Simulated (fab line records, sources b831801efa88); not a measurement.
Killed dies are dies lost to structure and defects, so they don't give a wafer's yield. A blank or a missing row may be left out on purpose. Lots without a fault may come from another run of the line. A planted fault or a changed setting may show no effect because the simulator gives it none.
Which tool did it? | flow sky130 | 11 lots, 33 wafers sampled, at 3 steps of a route of 708

WHAT THE GAUGES READ, wafer by wafer
SKY_VIA1_THK_MEAS_23: measures by xrf.
lot  | measured     | on            | VIA1_W_THK (nm)
L844 | day 34 18:52 | film_metro-03 | 255 252 254
L845 | day 35 03:10 | film_metro-03 | 254 255 254
L846 | day 35 14:11 | film_metro-01 | 261 264 271
L848 | day 35 19:32 | film_metro-02 | 264 260 260
L850 | day 36 09:13 | film_metro-01 | 269
L860 | day 39 10:01 | film_metro-02 | 259 268 266
L863 | day 40 03:02 | film_metro-02 | 267 265 265
L865 | day 40 21:01 | film_metro-03 | 254 252 254
L866 | day 40 22:41 | film_metro-03 | 258 262 261
L867 | day 41 02:28 | film_metro-01 | 264 264 258

WHICH TOOL RAN EACH LOT (tool, then ch and the chambers of the sampled wafers, then the start)
lot  | SKY_LOCAL_INTERCONNECT_METAL_ETCH_14 | SKY_LOCAL_INTERCONNECT_STRIP_15
L844 | rie_metal-02 ch 1, day 31 05:45      | plasma_asher-03 ch 0,1, day 31 05:51
L845 | rie_metal-02 ch 1, day 31 11:06      | plasma_asher-04 ch 0,1, day 31 11:11
L846 | rie_metal-04 ch 0,1, day 32 00:31    | plasma_asher-02 ch 0,1, day 32 00:35
L848 | rie_metal-04 ch 0,1, day 32 06:21    | plasma_asher-02 ch 0,1, day 32 06:24
L850 | rie_metal-02 ch 0,1, day 32 19:30    | plasma_asher-02 ch 0,1, day 32 19:33
L851 | rie_metal-02 ch 0, day 33 01:04      | plasma_asher-02 ch 1, day 33 01:07
L860 | rie_metal-04 ch 0, day 35 22:58      | plasma_asher-02 ch 0,1, day 35 23:02
L863 | rie_metal-02 ch 0,1, day 36 17:27    | plasma_asher-04 ch 0,1, day 36 17:30
L865 | rie_metal-04 ch 0,1, day 37 11:46    | plasma_asher-04 ch 0,1, day 37 11:49
L866 | rie_metal-02 ch 0,1, day 37 15:17    | plasma_asher-04 ch 0,1, day 37 15:22
L867 | rie_metal-02 ch 0,1, day 37 18:28    | plasma_asher-02 ch 1, day 37 18:31
- SKY_LOCAL_INTERCONNECT_METAL_ETCH_14: etches TiN in Cl2/BCl3, stops on PSG, target depth 110 nm, time 31.4 s.
- SKY_LOCAL_INTERCONNECT_STRIP_15: strips in O2/N2.

THE ANSWER, worked out from the rows above alone
Rule: what is usual is taken from the lots themselves. Put in order of their means at a reading, lots are off if they are a third of the lots or fewer, leave a main group of 4 or more, and stand apart from it by a gap of 3 or more times the standard deviation of the main group's means; of several such gaps the widest counts. A main group whose means are all the same, to the digits that the tables above print for the reading, isn't used. A lot without any number at a reading at which 4 lots or more have one is off too. The other lots that the step has rows for count as sound.
No lot is off at any reading shown: from this, nothing can be told.

WHAT THE SIMULATOR HAD PUT IN
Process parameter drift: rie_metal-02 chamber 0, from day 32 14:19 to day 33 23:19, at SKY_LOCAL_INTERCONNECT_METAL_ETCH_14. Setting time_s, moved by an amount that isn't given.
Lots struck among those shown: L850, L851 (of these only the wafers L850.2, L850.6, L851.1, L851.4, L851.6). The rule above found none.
